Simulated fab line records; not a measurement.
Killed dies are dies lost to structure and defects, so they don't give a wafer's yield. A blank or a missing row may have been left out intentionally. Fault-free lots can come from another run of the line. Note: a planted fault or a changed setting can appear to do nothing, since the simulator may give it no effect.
fab line records ; flow sky130
record: lots: 6; wafers: 18; lastDay: 50
route steps=708 shown VIA3@589 METAL4@598 PAD_OPEN@708
lots that met no fault: from a run of the same line without faults
startH: the number of hours between the record's first day and the start of the first shown wafer of the lot ; waitH: how many hours have passed since the lot's step before this one ; " same as the row above ; L1.1+2: a row that stands for several wafers ; - no value present, or no start provided ; * or withheld: withheld ; < > ~ a bound
route shown NAME@n: names a module that has steps shown in the file, with the first one's number in the route ; usual: the fault-free wafers' mean and standard deviation ; same: alike in all rows ; chamber/n: place in a boat ; sites: per-site readings ; _std_site: their standard deviation ; _edge_site: mean of outer sites minus mean of inner sites ; radiusMm: for every site, how far away it sits from the centre of the wafer ; mask NAME#n: copy n ; behind: the tool/chamber that last shaped the wafer ; hold: cause of the lot's hold/its duration in hours/its outcome ; device: which transistor (n, p or np) failed to switch ; end of line: the tests these same wafers got at the end of their route ; for a step that has no rows: nothing shown but its recipe ; killed: count of dies lost to structure and defects at first sort (not the wafer's yield) ; map: dies across one wafer; x = killed, . = not, _ = none there
set.NAME: setting as actually run; set.NAME@STEP: the setting as run at that earlier step ; model.NAME: the simulator's own value behind a step, which no gauge read
certain route steps with their lots: each step a table, each wafer a row
services: a tool's chamber out of use, with start hour (startH, from the record's first day; less than 0 if before it), hours out, and reason
== steps ==
step: SKY_VIA3_STRIP_16
recipe: chemistry: O2/N2; powerW: 1400; pressureMtorr: 1500; platenTempC: withheld; o2FlowSccm: 3000; n2FlowSccm: 300; overashFraction: 0.5
step: SKY_VIA3_STRIP_17
recipe: chemistry: postEtchResidueRemover; timeS: 1200; tempC: 72.5
step: SKY_VIA3_CLEAN_18
recipe: chemistry: IPA; timeS: 180; tempC: 25
step: SKY_VIA3_CLEAN_19
recipe: chemistry: O3/DIW; dry: n2Spin
step: SKY_VIA3_SPUTTER_20
recipe: material: TiN; targetThkNm: 20; chamberPressurePa: 5; powerW: 4000; timeS: 80
usual: throttleValvePct: 29.6/0.88
same: timeS: 80
lot.wafer;tool;chamber;startH;waitH;throttleValvePct
L461.1;pvdSputter-01;-;919.97;0.0;29.5
L461.5;pvdSputter-01;-;919.97;0.0;29.2
L461.6;pvdSputter-01;-;919.97;0.0;30.6
L465.4;pvdSputter-02;-;947.83;0.0;29.5
L465.5;pvdSputter-02;-;947.83;0.0;29.3
L465.6;pvdSputter-02;-;947.83;0.0;29.4
L472.2;pvdSputter-04;-;1017.17;0.0;27.2
L472.3;pvdSputter-04;-;1017.17;0.0;30.0
L472.6;pvdSputter-04;-;1017.17;0.0;29.7
L474.1;pvdSputter-01;-;1017.86;0.0;29.3
L474.3;pvdSputter-01;-;1017.86;0.0;31.0
L474.6;pvdSputter-01;-;1017.86;0.0;30.8
L476.1;pvdSputter-04;-;1047.51;0.0;30.7
L476.3;pvdSputter-04;-;1047.51;0.0;30.0
L476.4;pvdSputter-04;-;1047.51;0.0;30.1
L483.2;pvdSputter-01;-;1085.02;0.0;29.4
L483.4;pvdSputter-01;-;1085.02;0.0;30.8
L483.6;pvdSputter-01;-;1085.02;0.0;29.5
step: SKY_VIA3_CVD_21
recipe: material: W; targetThkNm: 390; timeS: 117.31; tempC: 400; pressureTorr: 40
step: SKY_VIA3_RS_MEAS_22
recipe: thkMeasGauge: four-point-probe; reads: W_of_VIA3_CVD_21+TiN_of_VIA3_SPUTTER_20
usual: VIA3_W_RS: 0.2944/0.0028
lot.wafer;tool;chamber;startH;waitH;VIA3_W_RS[ohm/sq]
L461.1;filmMetro-03;-;920.16;0.1;0.2947
L461.5;filmMetro-03;-;920.16;0.1;0.2952
L461.6;filmMetro-03;-;920.16;0.1;0.2973
L465.4;filmMetro-04;-;948.08;0.1;0.2953
L465.5;filmMetro-04;-;948.08;0.1;0.2961
L465.6;filmMetro-04;-;948.08;0.1;0.2969
L472.2;filmMetro-04;-;1017.37;0.1;0.2915
L472.3;filmMetro-04;-;1017.37;0.1;0.2937
L472.6;filmMetro-04;-;1017.37;0.1;0.2941
L474.1;filmMetro-03;-;1018.05;0.1;0.2916
L474.3;filmMetro-03;-;1018.05;0.1;0.2974
L474.6;filmMetro-03;-;1018.05;0.1;0.2945
L476.1;filmMetro-03;-;1047.70;0.1;0.2950
L476.3;filmMetro-03;-;1047.70;0.1;0.2983
L476.4;filmMetro-03;-;1047.70;0.1;0.2956
L483.2;filmMetro-03;-;1085.22;0.1;0.2944
L483.4;filmMetro-03;-;1085.22;0.1;0.2889
L483.6;filmMetro-03;-;1085.22;0.1;0.2936
step: SKY_VIA3_THK_MEAS_23
recipe: thkMeasGauge: xrf; reads: W_of_VIA3_CVD_21
usual: VIA3_W_THK: 389/6.6
lot.wafer;tool;chamber;startH;waitH;VIA3_W_THK[nm]
L461.1;filmMetro-03;-;920.28;0.1;397
L461.5;filmMetro-03;-;920.28;0.1;397
L461.6;filmMetro-03;-;920.28;0.1;394
L465.4;filmMetro-04;-;948.17;0.1;389
L465.5;filmMetro-04;-;948.17;0.1;388
L465.6;filmMetro-04;-;948.17;0.1;388
L472.2;filmMetro-04;-;1017.48;0.1;392
L472.3;filmMetro-04;-;1017.48;0.1;390
L472.6;filmMetro-04;-;1017.48;0.1;390
L474.1;filmMetro-03;-;1018.17;0.1;395
L474.3;filmMetro-03;-;1018.17;0.1;394
L474.6;filmMetro-03;-;1018.17;0.1;394
L476.1;filmMetro-03;-;1047.82;0.1;390
L476.3;filmMetro-03;-;1047.82;0.1;387
L476.4;filmMetro-03;-;1047.82;0.1;390
L483.2;filmMetro-03;-;1085.33;0.1;399
L483.4;filmMetro-03;-;1085.33;0.1;409
L483.6;filmMetro-03;-;1085.33;0.1;404
step: SKY_VIA3_CMP_24
recipe: stopOn: SiO2; tOverpolishS: 20; downForcePsi: 3.5; platenRpm: 60; targetThkNm: 0; padVelocityMS: 0.94248
step: SKY_METAL4_SPUTTER_00
recipe: material: Ti; targetThkNm: 15; powerW: 3088; timeS: 10; chamberPressurePa: 0.4
usual: throttleValvePct: 29.6/1.5
same: timeS: 10
lot.wafer;tool;chamber;startH;waitH;throttleValvePct
L461.1;pvdSputter-04;-;920.64;0.2;27.1
L461.5;pvdSputter-04;-;920.64;0.2;29.9
L461.6;pvdSputter-04;-;920.64;0.2;30.6
L465.4;pvdSputter-03;-;948.50;0.1;30.4
L465.5;pvdSputter-03;-;948.50;0.1;32.0
L465.6;pvdSputter-03;-;948.50;0.1;27.9
L472.2;pvdSputter-03;-;1017.83;0.2;28.2
L472.3;pvdSputter-03;-;1017.83;0.2;29.5
L472.6;pvdSputter-03;-;1017.83;0.2;27.8
L474.1;pvdSputter-03;-;1018.53;0.2;29.3
L474.3;pvdSputter-03;-;1018.53;0.2;28.1
L474.6;pvdSputter-03;-;1018.53;0.2;29.5
L476.1;pvdSputter-04;-;1048.18;0.2;30.0
L476.3;pvdSputter-04;-;1048.18;0.2;27.2
L476.4;pvdSputter-04;-;1048.18;0.2;29.9
L483.2;pvdSputter-03;-;1085.95;0.2;32.1
L483.4;pvdSputter-03;-;1085.95;0.2;30.2
L483.6;pvdSputter-03;-;1085.95;0.2;27.8
step: SKY_METAL4_SPUTTER_01
recipe: material: TiN; targetThkNm: 20; powerW: 6500; timeS: 16.7; chamberPressurePa: 0.4
usual: throttleValvePct: 29.6/1.4
same: timeS: 16.7
lot.wafer;tool;chamber;startH;waitH;throttleValvePct
L461.1;pvdSputter-04;-;920.66;0.0;27.4
L461.5;pvdSputter-04;-;920.66;0.0;29.8
L461.6;pvdSputter-04;-;920.66;0.0;30.7
L465.4;pvdSputter-03;-;948.52;0.0;30.1
L465.5;pvdSputter-03;-;948.52;0.0;31.8
L465.6;pvdSputter-03;-;948.52;0.0;27.8
L472.2;pvdSputter-03;-;1017.85;0.0;28.1
L472.3;pvdSputter-03;-;1017.85;0.0;29.6
L472.6;pvdSputter-03;-;1017.85;0.0;27.7
L474.1;pvdSputter-03;-;1018.55;0.0;29.6
L474.3;pvdSputter-03;-;1018.55;0.0;27.8
L474.6;pvdSputter-03;-;1018.55;0.0;29.4
L476.1;pvdSputter-04;-;1048.20;0.0;30.1
L476.3;pvdSputter-04;-;1048.20;0.0;27.1
L476.4;pvdSputter-04;-;1048.20;0.0;30.0
L483.2;pvdSputter-03;-;1085.97;0.0;31.9
L483.4;pvdSputter-03;-;1085.97;0.0;30.0
L483.6;pvdSputter-03;-;1085.97;0.0;27.7
step: SKY_METAL4_SPUTTER_02
recipe: material: AlCu; targetThkNm: 735; powerW: 10600; timeS: 39.1; chamberPressurePa: 0.4
usual: throttleValvePct: 29.7/1.5
same: timeS: 39.1
lot.wafer;tool;chamber;startH;waitH;throttleValvePct
L461.1;pvdSputter-04;-;920.69;0.0;27.5
L461.5;pvdSputter-04;-;920.69;0.0;30.0
L461.6;pvdSputter-04;-;920.69;0.0;30.7
L465.4;pvdSputter-03;-;948.54;0.0;30.1
L465.5;pvdSputter-03;-;948.54;0.0;31.9
L465.6;pvdSputter-03;-;948.54;0.0;27.7
L472.2;pvdSputter-03;-;1017.88;0.0;27.6
L472.3;pvdSputter-03;-;1017.88;0.0;29.2
L472.6;pvdSputter-03;-;1017.88;0.0;27.7
L474.1;pvdSputter-03;-;1018.58;0.0;29.2
L474.3;pvdSputter-03;-;1018.58;0.0;27.9
L474.6;pvdSputter-03;-;1018.58;0.0;29.4
L476.1;pvdSputter-04;-;1048.23;0.0;29.8
L476.3;pvdSputter-04;-;1048.23;0.0;27.0
L476.4;pvdSputter-04;-;1048.23;0.0;30.4
L483.2;pvdSputter-03;-;1086.00;0.0;31.9
L483.4;pvdSputter-03;-;1086.00;0.0;30.2
L483.6;pvdSputter-03;-;1086.00;0.0;27.7
step: SKY_METAL4_SPUTTER_03
recipe: material: Ti; targetThkNm: 5; powerW: 3000; timeS: 3.3; chamberPressurePa: 0.4
usual: throttleValvePct: 29.6/1.4
lot.wafer;tool;chamber;startH;waitH;throttleValvePct;model.Ti_of_METAL4_SPUTTER_03.thkNm
L461.1;pvdSputter-04;-;920.72;0.0;27.3;5.035
L461.5;pvdSputter-04;-;920.72;0.0;30.2;4.891
L461.6;pvdSputter-04;-;920.72;0.0;30.7;5.003
L465.4;pvdSputter-03;-;948.58;0.0;30.1;5.005
L465.5;pvdSputter-03;-;948.58;0.0;31.9;4.973
L465.6;pvdSputter-03;-;948.58;0.0;27.7;5.051
L472.2;pvdSputter-03;-;1017.92;0.0;27.8;3.345
L472.3;pvdSputter-03;-;1017.92;0.0;29.6;3.463
L472.6;pvdSputter-03;-;1017.92;0.0;28.0;3.405
L474.1;pvdSputter-03;-;1018.61;0.0;29.4;3.281
L474.3;pvdSputter-03;-;1018.61;0.0;27.9;3.285
L474.6;pvdSputter-03;-;1018.61;0.0;29.3;3.37
L476.1;pvdSputter-04;-;1048.26;0.0;30.2;4.927
L476.3;pvdSputter-04;-;1048.26;0.0;27.2;4.906
L476.4;pvdSputter-04;-;1048.26;0.0;30.0;4.889
L483.2;pvdSputter-03;-;1086.04;0.0;31.7;5.027
L483.4;pvdSputter-03;-;1086.04;0.0;30.2;5.093
L483.6;pvdSputter-03;-;1086.04;0.0;27.6;5.147
step: SKY_METAL4_SPUTTER_04
recipe: material: TiN; targetThkNm: 70; powerW: 6500; timeS: 58.3; chamberPressurePa: 0.4
usual: throttleValvePct: 29.7/1.4
same: timeS: 58.3
lot.wafer;tool;chamber;startH;waitH;throttleValvePct
L461.1;pvdSputter-04;-;920.74;0.0;27.2
L461.5;pvdSputter-04;-;920.74;0.0;30.0
L461.6;pvdSputter-04;-;920.74;0.0;30.6
L465.4;pvdSputter-03;-;948.60;0.0;30.3
L465.5;pvdSputter-03;-;948.60;0.0;31.8
L465.6;pvdSputter-03;-;948.60;0.0;28.0
L472.2;pvdSputter-03;-;1017.94;0.0;28.0
L472.3;pvdSputter-03;-;1017.94;0.0;29.1
L472.6;pvdSputter-03;-;1017.94;0.0;27.8
L474.1;pvdSputter-03;-;1018.63;0.0;29.3
L474.3;pvdSputter-03;-;1018.63;0.0;27.8
L474.6;pvdSputter-03;-;1018.63;0.0;29.2
L476.1;pvdSputter-04;-;1048.28;0.0;29.9
L476.3;pvdSputter-04;-;1048.28;0.0;27.2
L476.4;pvdSputter-04;-;1048.28;0.0;30.1
L483.2;pvdSputter-03;-;1086.06;0.0;31.8
L483.4;pvdSputter-03;-;1086.06;0.0;30.1
L483.6;pvdSputter-03;-;1086.06;0.0;27.8
step: SKY_PAD_OPEN_PROBE_99
usual: defectLimitedYield: 82.5/1.9; killed_at_M0_to_M3: 44/7.2; killed_at_M4_up: 3.0/1.8; killedAtContacts: 24/5.4; killedAtFrontEnd: 14/4.4; killedAtOther: 0.4/0.64; killedDies: 86/9.4; killedOpen: 47/7.7; killedShort: 39/5.8; sort_bin_3_pad_short: 0.9/0.38; sort_bin_5_function: 10.3/1.4; sort_bin_6_memory: 6.4/1.2; sortNPass: 406/9.4; sortYieldPct: 82.5/1.9
same: grossDies: 492; killedAtBackSide: 0; sort_bin_4_leakage[%]: 0; sort_bin_8_speed[%]: 0
lot.wafer;tool;chamber;startH;waitH;defectLimitedYield[%];killed_at_M0_to_M3;killed_at_M4_up;killedAtContacts;killedAtFrontEnd;killedAtOther;killedDies;killedOpen;killedShort;sort_bin_3_pad_short[%];sort_bin_5_function[%];sort_bin_6_memory[%];sortNPass;sortYieldPct[%]
L465.4;prober-02;-;1089.56;0.2;82.5;47;7;16;16;0;86;43;43;1.0;9.8;6.7;406;82.5
L465.5;prober-02;-;1089.61;0.2;81.3;39;3;23;27;0;92;48;44;1.0;10.2;7.5;400;81.3
L465.6;prober-02;-;1089.66;0.2;84.1;28;3;28;19;0;78;51;27;0.8;10.8;4.3;414;84.1
L472.2;prober-02;-;1149.18;0.1;81.3;51;1;23;17;0;92;47;44;0.6;9.3;8.7;400;81.3
L472.3;prober-02;-;1149.23;0.2;80.9;53;0;19;21;1;94;53;40;1.0;10.8;7.3;398;80.9
L483.2;prober-01;-;1203.22;0.1;83.3;47;1;17;16;1;82;41;41;1.4;9.8;5.5;410;83.3
L483.4;prober-01;-;1203.32;0.2;83.3;45;3;27;7;0;82;35;47;1.4;10.6;4.7;410;83.3
L483.6;prober-01;-;1203.42;0.2;83.3;48;4;22;8;0;82;57;25;0.8;10.8;5.1;410;83.3
killed by level:class
L465.4 VIA2:geometricParticle:open=12 METAL2:geometricParticle:short=9 VIA1:geometricParticle:open=6 VIA3:geometricParticle:short=6 CONTACT:geometricParticle:open=6 POLY_GATE:geometricParticle:open=5 METAL1:geometricParticle:short=5 FIELD_ISO:geometricParticle:short=4
L465.5 POLY_GATE:geometricParticle:short=8 CONTACT:geometricParticle:open=8 VIA1:geometricParticle:open=8 VIA2:geometricParticle:open=8 FIELD_ISO:geometricParticle:short=7 METAL1:geometricParticle:short=6 POLY_GATE:geometricParticle:open=5 LI_CONTACT:geometricParticle:open=5
L465.6 VIA3:geometricParticle:open=11 CONTACT:geometricParticle:open=11 LI_CONTACT:geometricParticle:open=9 VIA1:geometricParticle:open=7 POLY_GATE:geometricParticle:open=5 POLY_GATE:geometricParticle:short=5 FIELD_ISO:geometricParticle:open=4 FIELD_ISO:geometricParticle:short=4
L472.2 VIA1:geometricParticle:open=18 METAL2:geometricParticle:short=9 VIA2:geometricParticle:open=8 VIA1:geometricParticle:short=7 FIELD_ISO:geometricParticle:open=5 LI_CONTACT:geometricParticle:short=5 CONTACT:geometricParticle:open=5 FIELD_ISO:geometricParticle:short=4
L472.3 VIA1:geometricParticle:open=14 CONTACT:geometricParticle:open=8 VIA2:geometricParticle:open=8 VIA1:geometricParticle:short=7 FIELD_ISO:geometricParticle:short=5 POLY_GATE:geometricParticle:short=5 LI_CONTACT:geometricParticle:open=5 POLY_GATE:geometricParticle:open=4
L483.2 CONTACT:geometricParticle:open=8 VIA1:geometricParticle:open=7 VIA3:geometricParticle:open=7 METAL1:geometricParticle:short=6 VIA1:geometricParticle:short=6 FIELD_ISO:geometricParticle:short=5 FIELD_ISO:geometricParticle:open=5 VIA2:geometricParticle:short=5
L483.4 CONTACT:geometricParticle:open=10 METAL2:geometricParticle:short=9 VIA1:geometricParticle:open=8 LI_CONTACT:geometricParticle:short=6 CONTACT:geometricParticle:short=6 VIA1:geometricParticle:short=5 VIA2:geometricParticle:open=5 VIA3:geometricParticle:open=5
L483.6 CONTACT:geometricParticle:open=13 VIA1:geometricParticle:open=11 VIA2:geometricParticle:open=9 VIA3:geometricParticle:open=8 LI_CONTACT:geometricParticle:open=5 METAL1:geometricParticle:short=4 METAL3:geometricParticle:short=4 FIELD_ISO:geometricParticle:open=3
== services ==
tool;chamber;startH;hours;kind
pvdSputter-01;0;905.31;-;consumableReplace:kit
pvdSputter-01;0;905.31;18.0;scheduledDown
pvdSputter-01;0;905.31;18.0;ventCycle
pvdSputter-04;-;925.17;3.5;repair
pvdSputter-03;0;950.78;-;consumableReplace:kit
pvdSputter-03;0;950.78;18.0;scheduledDown
pvdSputter-03;0;950.78;18.0;ventCycle
pvdSputter-02;-;952.47;1.6;repair
pvdSputter-03;-;969.74;1.6;repair
pvdSputter-04;3;996.26;-;consumableReplace:kit
pvdSputter-04;3;996.26;18.0;scheduledDown
pvdSputter-04;3;996.26;18.0;ventCycle
pvdSputter-01;-;1020.04;27.1;repair
pvdSputter-03;-;1025.82;4.5;repair
pvdSputter-04;2;1071.37;-;consumableReplace:kit
pvdSputter-04;2;1071.37;18.0;scheduledDown
pvdSputter-04;2;1071.37;18.0;ventCycle
== key ==
firstSign none at tools or gauges
modelEffect: step: SKY_METAL4_SPUTTER_03; value: Ti_of_METAL4_SPUTTER_03.thkNm; without: 5.041; struck: 3.358
metAt SKY_METAL4_SPUTTER_03
struckWafers L472.2,L472.3,L472.6,L474.1,L474.3,L474.6
onsetBetween 948.58 1017.92
fault: kind: processParameterDrift; tool: pvdSputter-03; chamber: -; onsetH: 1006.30; steps: SKY_METAL4_SPUTTER_03; channel: targetThkNm; offset: -1.6829; shape: step; endH: 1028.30; actsIn: theseRecipesOnly; stated: 5
